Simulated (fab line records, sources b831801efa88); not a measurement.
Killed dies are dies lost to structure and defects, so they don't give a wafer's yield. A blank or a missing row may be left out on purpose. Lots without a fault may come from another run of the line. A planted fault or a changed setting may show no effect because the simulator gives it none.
fab line records | flow sky130
record lots=24 wafers=72 last_day=50
route steps=708 shown VIA1@478 METAL2@501 VIA3@595 METAL4@598 VIA4@642
lots that met no fault: from a run of the same line without faults
start_h: hours from the record's first day to the start of the lot's first wafer shown | wait_h: hours since the lot's step before | " the same as in the row above | L1.1+2: a row that stands for several wafers | - no value, or no start given | * or withheld: withheld | < > ~ a bound
route shown NAME@n: a module of which the file shows steps, and the number in the route of the first | usual: mean/standard deviation of fault-free wafers | same: alike in all rows | chamber/n: place in a boat | sites: the reading at each site | _std_site: their standard deviation | _edge_site: outer sites' mean less inner sites' | radius_mm: how far each site lies from the wafer's centre | mask NAME#n: copy n | behind: the tool/chamber that last shaped the wafer | hold: why the lot was held/for how many hours/how that ended | device: the transistor (n, p or np) that didn't switch | end of line: the same wafers' tests at the end of the route | a step without rows: its recipe alone | killed: dies lost to structure and defects at the first sort, not the wafer's yield | map: a wafer's dies, x killed, . not, _ none there
set.NAME: the setting as run; set.NAME@STEP: as run at that earlier step | model.NAME: the simulator's own value behind a step, which no gauge read
steps of the route over a sample of lots; a table a step, a row a wafer
services: from which hour (start_h, from the record's first day; less than 0 if before it) a tool's chamber was out of use, for how many hours, and why
## steps
# step SKY_VIA1_SPUTTER_20
# recipe material=TiN target_thk_nm=20 chamber_pressure_pa=5 power_w=4000 time_s=80
# usual throttle_valve_pct=30.1/0.96
# columns lot.wafer tool chamber start_h wait_h throttle_valve_pct
L074.3 pvd_sputter-02 - 790.41 0.0 28.7
L074.5 " - " " 31.3
L074.6 " - " " 30.2
L075.1 pvd_sputter-04 - 803.09 0.0 30.9
L075.2 " - " " 29.0
L075.5 " - " " 30.4
L076.2 pvd_sputter-04 - 805.10 0.0 29.2
L076.3 " - " " 30.7
L076.5 " - " " 29.3
L077.1 pvd_sputter-02 - 816.79 0.0 30.4
L077.4 " - " " 30.4
L077.5 " - " " 31.0
L078.1 pvd_sputter-01 - 820.33 0.0 29.4
L078.2 " - " " 31.5
L078.5 " - " " 30.1
L079.1 pvd_sputter-04 - 845.92 0.0 29.4
L079.2 " - " " 30.5
L079.6 " - " " 29.4
L080.2 pvd_sputter-01 - 849.29 0.0 30.8
L080.3 " - " " 31.6
L080.6 " - " " 30.6
L081.1 pvd_sputter-04 - 851.27 0.0 30.9
L081.4 " - " " 29.0
L081.6 " - " " 29.0
L082.3 pvd_sputter-02 - 855.87 0.0 30.1
L082.5 " - " " 28.3
L082.6 " - " " 30.8
L083.1 pvd_sputter-02 - 879.81 0.0 31.0
L083.2 " - " " 28.6
L083.5 " - " " 30.3
L084.2 pvd_sputter-01 - 881.99 0.0 30.4
L084.4 " - " " 29.4
L084.6 " - " " 29.3
L086.3 pvd_sputter-01 - 899.21 0.0 29.4
L086.4 " - " " 30.8
L086.6 " - " " 29.5
L085.1 pvd_sputter-02 - 899.94 0.0 30.5
L085.2 " - " " 28.8
L085.3 " - " " 31.2
L087.1 pvd_sputter-02 - 902.64 0.0 30.0
L087.3 " - " " 31.1
L087.4 " - " " 30.8
L088.1 pvd_sputter-02 - 904.68 0.0 31.5
L088.2 " - " " 30.8
L088.5 " - " " 31.5
L089.1 pvd_sputter-04 - 910.64 0.0 28.8
L089.4 " - " " 30.9
L089.6 " - " " 30.7
L090.1 pvd_sputter-01 - 912.68 0.0 30.7
L090.2 " - " " 31.5
L090.5 " - " " 31.5
L092.2 pvd_sputter-02 - 929.10 0.0 31.3
L092.5 " - " " 28.5
L092.6 " - " " 31.5
L091.1 pvd_sputter-04 - 931.49 0.0 29.0
L091.3 " - " " 29.1
L091.4 " - " " 30.9
L093.1 pvd_sputter-02 - 934.62 0.0 31.2
L093.2 " - " " 28.5
L093.4 " - " " 30.6
L094.2 pvd_sputter-02 - 957.16 0.0 30.1
L094.3 " - " " 28.5
L094.4 " - " " 31.3
L096.3 pvd_sputter-04 - 960.14 0.0 29.0
L096.4 " - " " 30.6
L096.5 " - " " 29.0
L095.3 pvd_sputter-02 - 960.49 0.0 30.9
L095.4 " - " " 31.3
L095.5 " - " " 30.7
L097.2 pvd_sputter-02 - 963.74 0.0 28.7
L097.3 " - " " 31.4
L097.4 " - " " 30.3
# step SKY_METAL2_ETCH_18
# recipe chemistry=N2/H2 target=BARC ion_energy_ev=200 bias_w=100 pressure_mtorr=30 n2_flow_sccm=100 h2_flow_sccm=200 icp_w=500 stop_on=SiO2 time_s=45.9 target_depth_a=600
# usual drypump_motor_current_A=6.0/0.48 h2_flow_sccm=199.9/0.62 oes_product_au=0.855/0.0049 throttle_valve_pct=13.225/0.0096
# columns lot.wafer tool chamber start_h wait_h drypump_motor_current_A h2_flow_sccm oes_product_au rf_hours_counter_h throttle_valve_pct
L074.3 rie_metal-01 1 817.31 0.0 5.3 200.3 0.852 - 13.232
L074.5 " 1 " " 5.3 200.2 0.853 - 13.230
L074.6 " 0 " " 6.8 200.0 0.861 - 13.232
L075.1 rie_metal-02 0 830.46 0.0 6.2 199.2 0.860 12 13.262
L075.2 " 1 " " 5.4 200.0 0.849 4 13.216
L075.5 " 0 " " 6.2 201.0 0.860 - 13.224
L076.2 rie_metal-01 1 831.42 0.0 5.3 199.8 0.862 1 13.236
L076.3 " 0 " " 6.8 200.0 0.845 - 13.213
L076.5 " 1 " " 5.3 200.3 0.848 - 13.229
L077.1 rie_metal-02 0 843.51 0.0 6.2 199.1 0.858 13 13.228
L077.4 " 0 " " 6.2 199.1 0.855 - 13.219
L077.5 " 0 " " 6.2 199.2 0.846 - 13.217
L078.1 rie_metal-01 1 847.39 0.0 5.3 199.6 0.856 2 13.230
L078.2 " 0 " " 6.8 201.0 0.849 4 13.219
L078.5 " 0 " " 6.8 200.6 0.860 - 13.223
L079.1 rie_metal-02 0 872.69 0.0 6.2 200.0 0.855 14 13.225
L079.2 " 1 " " 5.4 199.8 0.857 6 13.225
L079.6 " 0 " " 6.2 200.3 0.855 - 13.213
L080.2 rie_metal-03 1 876.71 0.0 6.1 200.1 0.854 5 13.221
L080.3 " 1 " " 6.0 199.3 0.849 - 13.234
L080.6 " 0 " " 6.2 200.0 0.851 - 13.240
L081.1 rie_metal-03 1 877.76 0.0 6.1 199.5 0.852 5 13.226
L081.4 " 0 " " 6.2 200.1 0.859 - 13.223
L081.6 " 0 " " 6.2 200.3 0.857 - 13.231
L082.3 rie_metal-03 1 882.29 0.0 6.1 199.7 0.856 - 13.230
L082.5 " 0 " " 6.2 200.2 0.858 - 13.210
L082.6 " 1 " " 6.1 199.8 0.860 - 13.220
L083.1 rie_metal-01 1 906.69 0.0 5.3 200.9 0.851 4 13.215
L083.2 " 0 " " 6.8 200.4 0.848 6 13.220
L083.5 " 0 " " 6.8 199.7 0.869 - 13.238
L084.2 rie_metal-02 1 908.82 0.0 5.4 199.8 0.850 8 13.235
L084.4 " 1 " " 5.4 200.6 0.852 - 13.219
L084.6 " 1 " " 5.4 199.9 0.845 - 13.217
L086.3 rie_metal-03 1 925.31 0.0 6.1 199.2 0.854 - 13.228
L086.4 " 0 " " 6.2 200.0 0.846 - 13.214
L086.6 " 1 " " 6.1 200.1 0.849 - 13.219
L085.1 rie_metal-03 1 926.16 0.0 6.1 199.8 0.858 8 13.228
L085.2 " 0 " " 6.2 199.4 0.854 14 13.231
L085.3 " 0 " " 6.2 199.5 0.851 - 13.206
L087.1 rie_metal-02 0 928.76 0.0 6.2 200.1 0.852 17 13.225
L087.3 " 1 " " 5.4 199.6 0.859 - 13.220
L087.4 " 0 " " 6.2 199.8 0.849 - 13.221
L088.1 rie_metal-02 0 930.49 0.0 6.2 200.2 0.854 17 13.215
L088.2 " 1 " " 5.4 199.0 0.852 9 13.231
L088.5 " 1 " " 5.4 200.1 0.859 - 13.218
L089.1 rie_metal-02 1 936.42 0.0 5.4 199.7 0.855 9 13.241
L089.4 " 0 " " 6.2 199.1 0.852 - 13.213
L089.6 " 1 " " 5.4 199.3 0.853 - 13.233
L090.1 rie_metal-01 0 937.94 0.0 6.8 198.6 0.855 8 13.228
L090.2 " 1 " " 5.3 199.2 0.860 6 13.224
L090.5 " 1 " " 5.3 199.5 0.858 - 13.241
L092.2 rie_metal-02 1 955.01 0.0 5.4 200.2 0.861 10 13.212
L092.5 " 1 " " 5.5 200.4 0.850 - 13.235
L092.6 " 0 " " 6.2 200.6 0.855 - 13.235
L091.1 rie_metal-03 1 956.96 0.0 6.1 199.4 0.858 9 13.231
L091.3 " 1 " " 6.1 199.9 0.854 - 13.211
L091.4 " 0 " " 6.2 200.5 0.858 - 13.211
L093.1 rie_metal-01 0 960.17 0.0 6.8 201.0 0.853 9 13.238
L093.2 " 1 " " 5.3 200.3 0.859 7 13.223
L093.4 " 1 " " 5.3 200.3 0.859 - 13.230
L094.2 rie_metal-02 0 981.92 0.0 6.2 199.8 0.856 20 13.218
L094.3 " 0 " " 6.2 200.2 0.853 - 13.234
L094.4 " 1 " " 5.4 200.4 0.856 - 13.223
L096.3 rie_metal-02 1 985.13 0.0 5.4 200.3 0.861 - 13.213
L096.4 " 0 " " 6.2 199.9 0.858 - 13.217
L096.5 " 1 " " 5.4 200.3 0.857 - 13.223
L095.3 rie_metal-03 1 985.83 0.0 6.1 199.6 0.854 - 13.222
L095.4 " 0 " " 6.2 201.1 0.854 - 13.252
L095.5 " 1 " " 6.1 198.3 0.860 - 13.214
L097.2 rie_metal-01 0 988.41 0.0 6.8 200.1 0.860 11 13.212
L097.3 " 0 " " 6.8 201.1 0.862 - 13.232
L097.4 " 1 " " 5.3 198.1 0.848 - 13.218
# step SKY_VIA3_RS_MEAS_22
# recipe thk_meas_gauge=four-point-probe reads=W_of_VIA3_CVD_21+TiN_of_VIA3_SPUTTER_20
# usual VIA3_W_RS=0.294/0.0032
# columns lot.wafer tool chamber start_h wait_h VIA3_W_RS[ohm/sq]
L074.3 film_metro-04 - 923.63 0.1 0.289
L074.5 " - " " 0.286
L074.6 " - " " 0.293
L075.1 film_metro-04 - 937.92 0.1 0.295
L075.2 " - " " 0.295
L075.5 " - " " 0.295
L076.2 film_metro-04 - 939.61 0.1 0.295
L076.3 " - " " 0.293
L076.5 " - " " 0.291
L077.1 film_metro-03 - 951.05 0.1 0.293
L077.4 " - " " 0.298
L077.5 " - " " 0.297
L078.1 film_metro-04 - 953.47 0.1 0.296
L078.2 " - " " 0.294
L078.5 " - " " 0.294
L079.1 film_metro-02 - 978.13 0.1 0.297
L079.2 " - " " 0.293
L079.6 " - " " 0.297
L080.2 film_metro-02 - 982.52 0.1 0.293
L080.3 " - " " 0.293
L080.6 " - " " 0.293
L081.1 film_metro-03 - 984.38 0.1 0.289
L081.4 " - " " 0.290
L081.6 " - " " 0.287
L082.3 film_metro-03 - 987.69 0.1 0.290
L082.5 " - " " 0.292
L082.6 " - " " 0.290
L083.1 film_metro-03 - 1010.68 0.1 0.292
L083.2 " - " " 0.294
L083.5 " - " " 0.292
L084.2 film_metro-02 - 1012.38 0.1 0.302
L084.4 " - " " 0.290
L084.6 " - " " 0.293
L086.3 film_metro-03 - 1025.88 0.1 0.290
L086.4 " - " " 0.294
L086.6 " - " " 0.294
L085.1 film_metro-04 - 1029.34 0.1 0.295
L085.2 " - " " 0.300
L085.3 " - " " 0.301
L087.1 film_metro-02 - 1030.79 0.1 0.301
L087.3 " - " " 0.294
L087.4 " - " " 0.298
L088.1 film_metro-03 - 1037.10 0.1 0.292
L088.2 " - " " 0.295
L088.5 " - " " 0.294
L089.1 film_metro-04 - 1037.44 0.1 0.293
L089.4 " - " " 0.291
L089.6 " - " " 0.299
L090.1 film_metro-02 - 1037.48 0.1 0.294
L090.2 " - " " 0.296
L090.5 " - " " 0.299
L092.2 film_metro-03 - 1054.41 0.1 0.301
L092.5 " - " " 0.295
L092.6 " - " " 0.293
L091.1 film_metro-04 - 1056.11 0.1 0.294
L091.3 " - " " 0.295
L091.4 " - " " 0.294
L093.1 film_metro-03 - 1060.64 0.1 0.297
L093.2 " - " " 0.291
L093.4 " - " " 0.293
L094.2 film_metro-04 - 1079.68 0.1 0.298
L094.3 " - " " 0.300
L094.4 " - " " 0.299
L096.3 film_metro-02 - 1083.49 0.1 0.298
L096.4 " - " " 0.294
L096.5 " - " " 0.295
L095.3 film_metro-02 - 1083.79 0.1 0.293
L095.4 " - " " 0.295
L095.5 " - " " 0.296
L097.2 film_metro-02 - 1085.41 0.1 0.297
L097.3 " - " " 0.293
L097.4 " - " " 0.298
# step SKY_METAL4_SPUTTER_00
# recipe material=Ti target_thk_nm=15 power_w=3000 time_s=10 chamber_pressure_pa=0.4
# usual throttle_valve_pct=30.1/0.87
# columns lot.wafer tool chamber start_h wait_h throttle_valve_pct
L074.3 pvd_sputter-03 - 924.07 0.2 29.2
L074.5 " - " " 29.8
L074.6 " - " " 29.1
L075.1 pvd_sputter-02 - 938.40 0.2 28.7
L075.2 " - " " 30.2
L075.5 " - " " 28.6
L076.2 pvd_sputter-03 - 940.07 0.2 29.9
L076.3 " - " " 29.2
L076.5 " - " " 30.2
L077.1 pvd_sputter-02 - 951.53 0.2 31.3
L077.4 " - " " 30.5
L077.5 " - " " 30.8
L078.1 pvd_sputter-01 - 953.95 0.2 30.3
L078.2 " - " " 29.3
L078.5 " - " " 30.3
L079.1 pvd_sputter-02 - 978.61 0.1 30.0
L079.2 " - " " 28.6
L079.6 " - " " 30.3
L080.2 pvd_sputter-01 - 982.98 0.2 31.0
L080.3 " - " " 29.6
L080.6 " - " " 31.6
L081.1 pvd_sputter-02 - 984.86 0.1 31.5
L081.4 " - " " 30.6
L081.6 " - " " 31.2
L082.3 pvd_sputter-03 - 988.13 0.2 29.9
L082.5 " - " " 29.1
L082.6 " - " " 29.9
L083.1 pvd_sputter-01 - 1011.16 0.1 29.7
L083.2 " - " " 31.3
L083.5 " - " " 30.4
L084.2 pvd_sputter-03 - 1012.84 0.1 29.4
L084.4 " - " " 29.1
L084.6 " - " " 29.3
L086.3 pvd_sputter-02 - 1026.32 0.2 28.6
L086.4 " - " " 30.4
L086.6 " - " " 28.6
L085.1 pvd_sputter-02 - 1030.60 0.1 30.2
L085.2 " - " " 31.4
L085.3 " - " " 28.5
L087.1 pvd_sputter-01 - 1031.51 0.2 30.8
L087.3 " - " " 31.3
L087.4 " - " " 29.4
L088.1 pvd_sputter-01 - 1038.43 0.1 31.0
L088.2 " - " " 29.4
L088.5 " - " " 30.3
L089.1 pvd_sputter-03 - 1038.73 0.1 30.0
L089.4 " - " " 29.5
L089.6 " - " " 28.9
L090.1 pvd_sputter-01 - 1039.03 0.1 29.3
L090.2 " - " " 30.3
L090.5 " - " " 29.6
L092.2 pvd_sputter-01 - 1054.87 0.1 30.8
L092.5 " - " " 31.6
L092.6 " - " " 29.6
L091.1 pvd_sputter-01 - 1056.59 0.1 30.6
L091.3 " - " " 29.2
L091.4 " - " " 31.4
L093.1 pvd_sputter-02 - 1061.83 0.1 31.1
L093.2 " - " " 28.6
L093.4 " - " " 30.5
L094.2 pvd_sputter-03 - 1080.14 0.1 29.8
L094.3 " - " " 29.1
L094.4 " - " " 29.2
L096.3 pvd_sputter-01 - 1083.93 0.1 29.6
L096.4 " - " " 30.9
L096.5 " - " " 30.7
L095.3 pvd_sputter-02 - 1084.35 0.2 31.3
L095.4 " - " " 30.9
L095.5 " - " " 31.2
L097.2 pvd_sputter-03 - 1085.87 0.1 30.0
L097.3 " - " " 29.0
L097.4 " - " " 29.9
# step SKY_VIA4_BOW_MEAS_03
# recipe mode=bow
# usual VIA4_BOW=80/8.2
# columns lot.wafer tool chamber start_h wait_h VIA4_BOW[um]
L074.3 film_metro-02 - 976.34 0.2 85
L074.5 " - " " 74
L074.6 " - " " 86
L075.1 film_metro-03 - 988.82 0.1 83
L075.2 " - " " 89
L075.5 " - " " 86
L076.2 film_metro-02 - 990.85 0.2 72
L076.3 " - " " 79
L076.5 " - " " 93
L077.1 film_metro-03 - 1001.20 0.1 77
L077.4 " - " " 86
L077.5 " - " " 77
L078.1 film_metro-02 - 1007.70 0.2 78
L078.2 " - " " 70
L078.5 " - " " 90
L079.1 film_metro-02 - 1027.17 0.2 85
L079.2 " - " " 70
L079.6 " - " " 95
L080.2 film_metro-02 - 1032.12 0.3 85
L080.3 " - " " 84
L080.6 " - " " 89
L081.1 film_metro-02 - 1033.74 0.2 83
L081.4 " - " " 68
L081.6 " - " " 77
L082.3 film_metro-02 - 1037.16 0.2 77
L082.5 " - " " 75
L082.6 " - " " 80
L083.1 film_metro-03 - 1060.33 0.2 73
L083.2 " - " " 80
L083.5 " - " " 66
L084.2 film_metro-03 - 1062.04 0.2 62
L084.4 " - " " 74
L084.6 " - " " 63
L086.3 film_metro-02 - 1071.17 0.2 79
L086.4 " - " " 83
L086.6 " - " " 84
L085.1 film_metro-03 - 1076.84 0.1 80
L085.2 " - " " 86
L085.3 " - " " 86
L087.1 film_metro-01 - 1077.63 0.1 80
L087.3 " - " " 78
L087.4 " - " " 66
L088.1 film_metro-01 - 1082.87 0.2 87
L088.2 " - " " 74
L088.5 " - " " 94
L089.1 film_metro-01 - 1083.29 0.2 93
L089.4 " - " " 73
L089.6 " - " " 98
L090.1 film_metro-03 - 1084.05 0.2 86
L090.2 " - " " 77
L090.5 " - " " 74
L092.2 film_metro-01 - 1100.37 0.2 71
L092.5 " - " " 63
L092.6 " - " " 68
L091.1 film_metro-03 - 1101.87 0.2 78
L091.3 " - " " 78
L091.4 " - " " 77
L093.1 film_metro-01 - 1105.59 0.2 73
L093.2 " - " " 83
L093.4 " - " " 88
L094.2 film_metro-02 - 1122.71 0.3 92
L094.3 " - " " 95
L094.4 " - " " 85
L096.3 film_metro-01 - 1126.79 0.3 73
L096.4 " - " " 61
L096.5 " - " " 79
L095.3 film_metro-02 - 1127.04 0.3 78
L095.4 " - " " 73
L095.5 " - " " 88
L097.2 film_metro-03 - 1127.95 0.1 87
L097.3 " - " " 79
L097.4 " - " " 74
# step SKY_VIA4_THK_MEAS_20
# recipe thk_meas_gauge=xrf reads=W_of_VIA4_CVD_18
# usual VIA4_W_THK=510/6.4
# columns lot.wafer tool chamber start_h wait_h VIA4_W_THK[nm]
L074.3 film_metro-03 - 1000.29 0.1 504
L074.5 " - " " 520
L074.6 " - " " 513
L075.1 film_metro-02 - 1013.01 0.1 507
L075.2 " - " " 514
L075.5 " - " " 512
L076.2 film_metro-01 - 1015.33 0.1 510
L076.3 " - " " 500
L076.5 " - " " 503
L077.1 film_metro-03 - 1024.92 0.1 510
L077.4 " - " " 509
L077.5 " - " " 514
L078.1 film_metro-02 - 1031.79 0.1 509
L078.2 " - " " 511
L078.5 " - " " 520
L079.1 film_metro-02 - 1050.04 0.1 515
L079.2 " - " " 521
L079.6 " - " " 519
L080.2 film_metro-01 - 1054.73 0.1 503
L080.3 " - " " 502
L080.6 " - " " 501
L081.1 film_metro-01 - 1056.59 0.1 503
L081.4 " - " " 501
L081.6 " - " " 501
L082.3 film_metro-02 - 1058.31 0.1 507
L082.5 " - " " 514
L082.6 " - " " 503
L083.1 film_metro-01 - 1082.25 0.1 512
L083.2 " - " " 506
L083.5 " - " " 508
L084.2 film_metro-01 - 1083.76 0.1 516
L084.4 " - " " 518
L084.6 " - " " 514
L086.3 film_metro-01 - 1092.95 0.1 511
L086.4 " - " " 511
L086.6 " - " " 518
L085.1 film_metro-03 - 1097.17 0.1 524
L085.2 " - " " 517
L085.3 " - " " 522
L087.1 film_metro-01 - 1098.99 0.1 519
L087.3 " - " " 513
L087.4 " - " " 525
L088.1 film_metro-01 - 1104.39 0.1 499
L088.2 " - " " 499
L088.5 " - " " 500
L089.1 film_metro-01 - 1104.65 0.1 506
L089.4 " - " " 507
L089.6 " - " " 503
L090.1 film_metro-02 - 1105.37 0.1 513
L090.2 " - " " 512
L090.5 " - " " 516
L092.2 film_metro-03 - 1121.31 0.1 525
L092.5 " - " " 514
L092.6 " - " " 515
L091.1 film_metro-03 - 1122.49 0.1 510
L091.3 " - " " 512
L091.4 " - " " 512
L093.1 film_metro-02 - 1126.34 0.1 506
L093.2 " - " " 512
L093.4 " - " " 515
L094.2 film_metro-03 - 1142.86 0.1 513
L094.3 " - " " 508
L094.4 " - " " 510
L096.3 film_metro-02 - 1146.63 0.1 505
L096.4 " - " " 516
L096.5 " - " " 515
L095.3 film_metro-01 - 1146.93 0.1 502
L095.4 " - " " 508
L095.5 " - " " 504
L097.2 film_metro-01 - 1147.53 0.1 508
L097.3 " - " " 502
L097.4 " - " " 516
## services
# columns tool chamber start_h hours kind
pvd_sputter-01 3 770.67 - consumable_replace:kit
pvd_sputter-01 3 770.67 18.0 scheduled_down
pvd_sputter-01 3 770.67 18.0 vent_cycle
pvd_sputter-04 1 773.42 - consumable_replace:kit
pvd_sputter-04 1 773.42 18.0 scheduled_down
pvd_sputter-04 1 773.42 18.0 vent_cycle
rie_metal-01 1 788.47 - clean
rie_metal-02 - 824.26 1.4 pm
pvd_sputter-02 0 914.09 - consumable_replace:kit
pvd_sputter-02 0 914.09 18.0 scheduled_down
pvd_sputter-02 0 914.09 18.0 vent_cycle
pvd_sputter-03 - 924.89 2.9 repair
pvd_sputter-01 - 954.81 4.3 repair
rie_metal-03 0 964.31 4.1 repair
rie_metal-02 - 1010.42 26.5 repair
pvd_sputter-01 2 1013.54 - consumable_replace:kit
pvd_sputter-01 2 1013.54 18.0 scheduled_down
pvd_sputter-01 2 1013.54 18.0 vent_cycle
rie_metal-02 0 1036.94 - clean
rie_metal-02 0 1036.94 14.4 scheduled_down
rie_metal-02 0 1036.94 14.4 vent_cycle
pvd_sputter-04 - 1048.40 6.9 repair
pvd_sputter-02 - 1064.26 5.3 repair
rie_metal-03 - 1085.60 28.1 pm
## key
fault none
